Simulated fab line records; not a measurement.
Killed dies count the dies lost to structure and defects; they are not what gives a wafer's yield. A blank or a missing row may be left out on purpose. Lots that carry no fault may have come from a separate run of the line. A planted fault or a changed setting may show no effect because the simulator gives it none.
Which tool is to blame? ; flow sky130 ; 11 lots, 32 wafers sampled, at 2 steps of a route of 708

WHAT EACH GAUGE READ, for each wafer
SKY_SD_N_RS_MEAS_18: a four-point-probe measurement. Usual: for RES_XHIGH_RS the level is 333.6 ohm/sq and the standard deviation is 1.1.
lot;measured;on;RES_XHIGH_RS (ohm/sq);flag
L466;day 27 16:13;film_metro-04;333.8 332.4 332.6;
L467;day 28 01:04;film_metro-03;336.6 335.3 334.3;
L468;day 28 19:30;film_metro-03;333.9 334.9 335.7;
L471;day 29 20:02;film_metro-03;333.9 333.5 333.2;
L472;day 30 07:14;film_metro-04;334.5 334.6 333.5;
L474;day 30 19:22;film_metro-02;333.6 331.9;
L478;day 32 07:02;film_metro-02;332.1 331.4 332.3;
L483;day 33 16:46;film_metro-02;332.6 333.6 333.0;
L485;day 34 07:23;film_metro-04;335.1 332.9 334.2;
L487;day 35 06:29;film_metro-03;335.1 333.9 334.5;
L489;day 35 14:11;film_metro-04;332.2 332.8 333.2;

WHICH TOOL RAN EACH LOT (tool, then ch and the chambers of the sampled wafers, then the start)
lot;SKY_RES_XHIGH_STRIP_08
L466;plasma_asher-02 ch 0,1, day 26 09:16
L467;plasma_asher-02 ch 0,1, day 26 19:02
L468;plasma_asher-04 ch 0,1, day 27 13:37
L471;plasma_asher-02 ch 0,1, day 28 14:59
L472;plasma_asher-04 ch 0,1, day 29 01:58
L474;plasma_asher-04 ch 0, day 29 14:22
L478;plasma_asher-04 ch 0, day 31 02:07
L483;plasma_asher-04 ch 0,1, day 32 13:25
L485;plasma_asher-02 ch 0,1, day 33 04:40
L487;plasma_asher-04 ch 0,1, day 34 02:58
L489;plasma_asher-03 ch 0,1, day 34 10:37
- SKY_RES_XHIGH_STRIP_08: strips in O2/N2.

WHAT THE TOOLS THEMSELVES READ (means of the sampled wafers that have a number; where no wafer has one, the mark that the record gives instead)
SKY_RES_XHIGH_STRIP_08. Usual: chamber_pressure_mTorr 1500.1 mTorr, standard deviation 1.3; drypump_motor_current_A 5.4 A, standard deviation 0.51; n2_flow_sccm 300.0 sccm, standard deviation 0.96; oes_product_au 0.711 a.u., standard deviation 0.0049; strip_time_to_endpoint_s 14.27 s, standard deviation 0.044.
lot;tool;chamber_pressure_mTorr (mTorr);drypump_motor_current_A (A);n2_flow_sccm (sccm);oes_product_au (a.u.);strip_time_to_endpoint_s (s);flag
L466;plasma_asher-02;1500.3;5.6;300.1;0.710;14.20;
L467;plasma_asher-02;1499.7;5.2;297.9;0.716;14.21;
L468;plasma_asher-04;1499.4;5.4;299.7;0.713;14.26;
L471;plasma_asher-02;1499.8;5.6;300.8;0.709;14.26;
L472;plasma_asher-04;1500.4;5.4;300.8;0.708;14.26;
L474;plasma_asher-04;1500.0;5.6;300.1;0.712;14.24;
L478;plasma_asher-04;1499.8;5.6;300.7;0.709;14.25;
L483;plasma_asher-04;1500.1;5.2;298.8;0.710;14.33;
L485;plasma_asher-02;1500.2;5.2;299.4;0.709;14.27;
L487;plasma_asher-04;1501.2;5.4;299.8;0.711;14.30;
L489;plasma_asher-03;1500.2;5.6;299.8;0.711;14.27;

THE ANSWER, worked out from the rows above alone
Rule: a lot counts as off when the mean over its wafers that have a number is more than 3 standard deviations away from the usual mean. Also off: a lot with no number at a reading for which 4 or more lots have one. Where the step has rows for the other lots, those lots are counted as sound. After the gauges, taken in route order, come the tools' own readings; for these a lot's mean is taken, as printed above. The first step at which some lot is off is used, and at that step the reading that is off furthest; a lot without a number counts as furthest.
No lot is off at any reading shown: from this, nothing can be told.

WHAT THE SIMULATOR HAD PUT IN
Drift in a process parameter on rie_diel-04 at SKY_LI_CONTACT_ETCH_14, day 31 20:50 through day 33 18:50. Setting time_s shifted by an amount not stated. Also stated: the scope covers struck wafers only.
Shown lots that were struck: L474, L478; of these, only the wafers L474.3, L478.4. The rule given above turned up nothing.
